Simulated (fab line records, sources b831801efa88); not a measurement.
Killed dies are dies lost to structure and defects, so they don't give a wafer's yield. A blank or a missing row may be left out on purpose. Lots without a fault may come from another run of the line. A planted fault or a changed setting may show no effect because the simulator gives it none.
Which tool did it? | flow gf180mcu | 10 lots, 30 wafers sampled, at 3 steps of a route of 602

WHAT THE GAUGES READ, wafer by wafer
GF_M3_RS_MEAS_05: measures by four-point-probe.
lot  | measured     | on            | M3_ALCU_RS (ohm/sq)
L959 | day 20 12:40 | film_metro-02 | 0.0690 0.0697 0.0695
L962 | day 21 13:33 | film_metro-04 | 0.0693 0.0691 0.0691
L969 | day 24 08:05 | film_metro-02 | 0.0969 0.0703 0.0699 0.0968 0.0703 0.0700
L974 | day 25 21:35 | film_metro-02 | 0.0695 0.0704 0.0702
L975 | day 26 02:03 | film_metro-01 | 0.0690 0.0697 0.0695
L977 | day 26 18:08 | film_metro-01 | 0.0696 0.0693 0.0695
L979 | day 27 06:51 | film_metro-01 | 0.0693 0.0691 0.0690
L980 | day 27 13:46 | film_metro-02 | 0.0699 0.0698 0.0697
L981 | day 27 23:03 | film_metro-01 | 0.0700 0.0691 0.0687
L982 | day 28 02:45 | film_metro-04 | 0.0701 0.0706 0.0699

WHICH TOOL RAN EACH LOT (tool, then ch and the chambers of the sampled wafers, then the start)
lot  | GF_M3_SPUTTER_02             | GF_M3_SPUTTER_04
L959 | pvd_sputter-04, day 20 12:32 | pvd_sputter-04, day 20 12:35
L962 | pvd_sputter-02, day 21 13:25 | pvd_sputter-02, day 21 13:28
L969 | pvd_sputter-02, day 24 08:00 | pvd_sputter-02, day 24 08:03
L974 | pvd_sputter-01, day 25 21:27 | pvd_sputter-01, day 25 21:31
L975 | pvd_sputter-04, day 26 01:55 | pvd_sputter-04, day 26 01:58
L977 | pvd_sputter-02, day 26 18:01 | pvd_sputter-02, day 26 18:04
L979 | pvd_sputter-02, day 27 06:46 | pvd_sputter-02, day 27 06:49
L980 | pvd_sputter-04, day 27 13:41 | pvd_sputter-04, day 27 13:44
L981 | pvd_sputter-02, day 27 22:58 | pvd_sputter-02, day 27 23:01
L982 | pvd_sputter-01, day 28 02:37 | pvd_sputter-01, day 28 02:40
- GF_M3_SPUTTER_02: material AlCu, target thk 450 nm, time 23.9 s.
- GF_M3_SPUTTER_04: material TiN, target thk 50 nm, time 41.7 s.

THE ANSWER, worked out from the rows above alone
Rule: what is usual is taken from the lots themselves. Put in order of their means at a reading, lots are off if they are a third of the lots or fewer, leave a main group of 4 or more, and stand apart from it by a gap of 3 or more times the standard deviation of the main group's means; of several such gaps the widest counts. A main group whose means are all the same, to the digits that the tables above print for the reading, isn't used. A lot without any number at a reading at which 4 lots or more have one is off too. The other lots that the step has rows for count as sound.
Off: L969, at GF_M3_RS_MEAS_05 (M3_ALCU_RS). The main group: mean 0.0695 ohm/sq, standard deviation 0.00036.
A tool fits if, at a process step before that reading, it ran every lot that is off, and no sound lot after the first of them. The gauges at GF_M3_RS_MEAS_05 are tried like those tools. None of those tried fits.

WHAT THE SIMULATOR HAD PUT IN
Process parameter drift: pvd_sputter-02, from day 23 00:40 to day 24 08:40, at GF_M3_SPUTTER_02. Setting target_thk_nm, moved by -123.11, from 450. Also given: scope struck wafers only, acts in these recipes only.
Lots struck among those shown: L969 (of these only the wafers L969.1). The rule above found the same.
